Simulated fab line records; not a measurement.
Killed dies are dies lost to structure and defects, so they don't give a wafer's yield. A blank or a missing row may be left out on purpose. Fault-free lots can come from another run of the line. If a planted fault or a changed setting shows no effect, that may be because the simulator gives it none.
Chamber matching | flow gf180mcu | GF_V1_ETCH_16 on rieDiel-03 has 4 sister chambers
The step etches BARC in N2/H2. 4 wafers are shown with their chamber, then 7 later ones without.

== WAFERS WITH THEIR CHAMBER ==
wafer  | chamber | throttleValvePct (%)
L076.2 | 0       | 13.210
L091.5 | 2       | 13.212
L092.1 | 3       | 13.213
L092.4 | 1       | 13.216

== WAFERS MISSING THEIR CHAMBER ==
wafer  | throttleValvePct (%)
L092.6 | 13.231
L093.1 | 13.240
L093.2 | 13.244
L093.3 | 13.226
L095.3 | 13.233
L095.5 | 13.215
L095.6 | 13.213

== WHICH CHAMBER EACH ONE RAN IN ==
wafer  | from the rows above               | in truth
L092.6 | can't be placed: 1 or 3 or 2 or 0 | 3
L093.1 | can't be placed: 1 or 3 or 2 or 0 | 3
L093.2 | can't be placed: 1 or 3 or 2 or 0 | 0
L093.3 | can't be placed: 1 or 3 or 2 or 0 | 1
L095.3 | can't be placed: 1 or 3 or 2 or 0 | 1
L095.5 | can't be placed: 1 or 3 or 2 or 0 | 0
L095.6 | can't be placed: 3 or 2 or 0 or 1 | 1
Placed correctly: 0 of 7. These rows do not allow placing 7 (true chamber among the candidates in 7). 0 placed wrongly.
How it was worked out, from the rows above alone: a wafer's distance from a chamber is the root of the sum, over the readings, of the square of ((its reading less the chamber's mean) divided by the reading's scatter). The wafer belongs to the nearest chamber; if the next one is less than 2 further off, it can't be placed. The mean given for a chamber averages the wafers shown for that chamber. The scatter: with one shown wafer a chamber, the root of the mean of the squares of how far each hidden wafer lies from its nearest shown one.
